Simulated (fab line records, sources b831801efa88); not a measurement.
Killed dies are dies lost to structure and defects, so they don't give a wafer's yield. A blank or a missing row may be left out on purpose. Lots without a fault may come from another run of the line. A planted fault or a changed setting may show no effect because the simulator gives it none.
A struck lot beside a sound one | flow sky130 | 17 steps out of a route of 708
Sound: wafers L680.2, L680.5, L680.6. Struck: wafers L669.1, L669.3, L669.4. The cause comes at the end.
At each step with rows: each side's tool, then ch and its chambers, then its first start. Under that, the readings that differ: sound wafers | struck wafers | difference of the means | sigmas: that difference in standard deviations of wafers without a fault.
alike: readings whose means differ by less than 2 such deviations, and words and numbers that are the same on both sides. not compared: withheld readings, readings that some wafer has no value for, bounds like >300 that may hide the same value, and numbers for which the record gives no deviation and whose values overlap.
The two part at a step that has a row with sigmas, a row that says differs or no value, or rows on one side only. Numbers that don't overlap but have no deviation are shown without sigmas and don't part them. A reading that every wafer of one side lacks parts them only if that side has two wafers or more.

first, 1 step without rows for these wafers: SKY_VT_ADJUST_LVTN_IMPLANT_19.
SKY_VT_ADJUST_LVTN_STRIP_20: strips in O2/N2.
  sound on plasma_asher-01 ch 0,1, day 13 16:59; struck on plasma_asher-02 ch 0,1, day 10 12:00
  alike: chamber_pressure_mTorr, drypump_motor_current_A, oes_product_au, strip_time_to_endpoint_s
  not compared: rf_hours_counter_h
SKY_VT_ADJUST_LVTN_TW_MEAS_21:
  sound on film_metro-04, day 13 17:06; struck on film_metro-01, day 10 12:06
  alike: VT_ADJUST_LVTN_2_TW
SKY_VT_ADJUST_NCORE_DEHYDRATE_00: time 62.13 s.
  sound on litho_track-03 ch 0, day 14 05:37; struck on litho_track-03 ch 0, day 10 22:23
  alike: chill_plate_temp_C, heater_power_total_W, plate_sensor_t_centre_C, plate_sensor_t_edge_C
then, 6 steps without rows for these wafers: SKY_VT_ADJUST_NCORE_HMDS_01 (prime time 60 s); SKY_VT_ADJUST_NCORE_COAT_02 (resist thk 1140 nm); SKY_VT_ADJUST_NCORE_SOFTBAKE_03 (time 60 s); SKY_VT_ADJUST_NCORE_EXPOSE_04 (exposes mask LVTN COMPLEMENT THIN, target cd 380 nm); SKY_VT_ADJUST_NCORE_PEB_05; SKY_VT_ADJUST_NCORE_DEVELOP_06 (develop time 60 s).
SKY_VT_ADJUST_NCORE_CD_MEAS_07: target cd 380 nm.
  sound on cd_sem-02, day 14 19:35; struck on cd_sem-02, day 11 10:53
  alike: cd_nm
SKY_VT_ADJUST_NCORE_OVL_MEAS_08:
  sound on overlay-01, day 14 19:41; struck on overlay-01, day 11 11:00
  alike: VT_ADJUST_NCORE_OVL
SKY_VT_ADJUST_NCORE_IMPLANT_09:
  sound on implanter-01 ch 0, day 14 19:44; struck on implanter-02 ch 0, day 11 11:02
  reading            | sound                         | struck                           | difference  | sigmas
  dose_ions_cm2      | 2.4e+12 2.4035e+12 2.3997e+12 | 2.1781e+12 2.1726e+12 2.1693e+12 | -2.2773e+11 | -88
  faraday_current_uA | 13.34 13.84 13.48             | 12.37 12.42 12.27                | -1.20       | -4
SKY_VT_ADJUST_NCORE_STRIP_10: strips in O2/N2.
  sound on plasma_asher-01 ch 0,1, day 14 19:52; struck on plasma_asher-04 ch 0,1, day 11 11:11
  alike: chamber_pressure_mTorr, drypump_motor_current_A, oes_product_au, strip_time_to_endpoint_s
  not compared: rf_hours_counter_h
SKY_VT_ADJUST_NCORE_TW_MEAS_11:
  sound on film_metro-03, day 14 19:58; struck on film_metro-01, day 11 11:17
  alike: VT_ADJUST_NCORE_TW
then, 1 step without rows for these wafers: SKY_VT_ADJUST_HVTR_DEHYDRATE_00 (time 60 s).
-- the record jumps here: 37 days lie between the struck wafers' starts before and after (it left off in module VT_ADJUST_HVTR and takes up again in module PAD_OPEN, whose first step shown is number 708 of the route) --
SKY_PAD_OPEN_PROBE_99:
  sound on prober-02, day 50 21:04; struck on prober-01, day 48 11:56
  reading                                   | sound                       | struck                        | difference | sigmas
  model.etest.nfet_16v.r_on_ohm_um          | 1.389e+04 1.38e+04 1.37e+04 | 1.351e+04 1.331e+04 1.339e+04 | -3.933e+02 |
  model.etest.pfet_16v.drive_ua_um          | 244.8 249.2 247.6           | 235.9 236.5 236.5             | -10.9      |
  model.etest.pfet_g5v0d10v5.off_log10_a_um | -12.41 -12.24 -12.38        | -13.32 -13.2 -13.4            | -0.96      |
  model.etest.pfet_g5v0d10v5.vt_sat_v (V)   | -0.6021 -0.6216 -0.6251     | -0.7446 -0.7341 -0.739        | -0.1230    |
  model.etest.pfet_16v.vt_v (V)             | -1.087 -1.085 -1.085        | -1.187 -1.194 -1.187          | -0.104     |
  model.etest.pfet_g5v0d10v5.vt_v (V)       | -0.7987 -0.8236 -0.823      | -0.9167 -0.9109 -0.9097       | -0.0973    |
  model.etest.pfet_g5v0d10v5.vt_long_v (V)  | -0.9173 -0.9153 -0.9104     | -1.004 -1.015 -1.007          | -0.094     |
  alike: killed_at_M0_to_M3, killed_at_M4_up, killed_at_contacts, killed_at_front_end, killed_at_other, killed_dies, killed_open, killed_short
  not compared: model.etest.res_pwell_under_gate.rs_ohm_sq

WHERE THEY PART
Only at SKY_VT_ADJUST_NCORE_IMPLANT_09, within this record. Later steps at which nothing parts them and some readings are alike: SKY_VT_ADJUST_NCORE_STRIP_10, SKY_VT_ADJUST_NCORE_TW_MEAS_11, SKY_PAD_OPEN_PROBE_99.

WHY: what the simulator had put in
Process parameter drift: implanter-02, from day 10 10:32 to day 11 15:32, at SKY_VT_ADJUST_NCORE_IMPLANT_09. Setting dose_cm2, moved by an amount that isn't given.
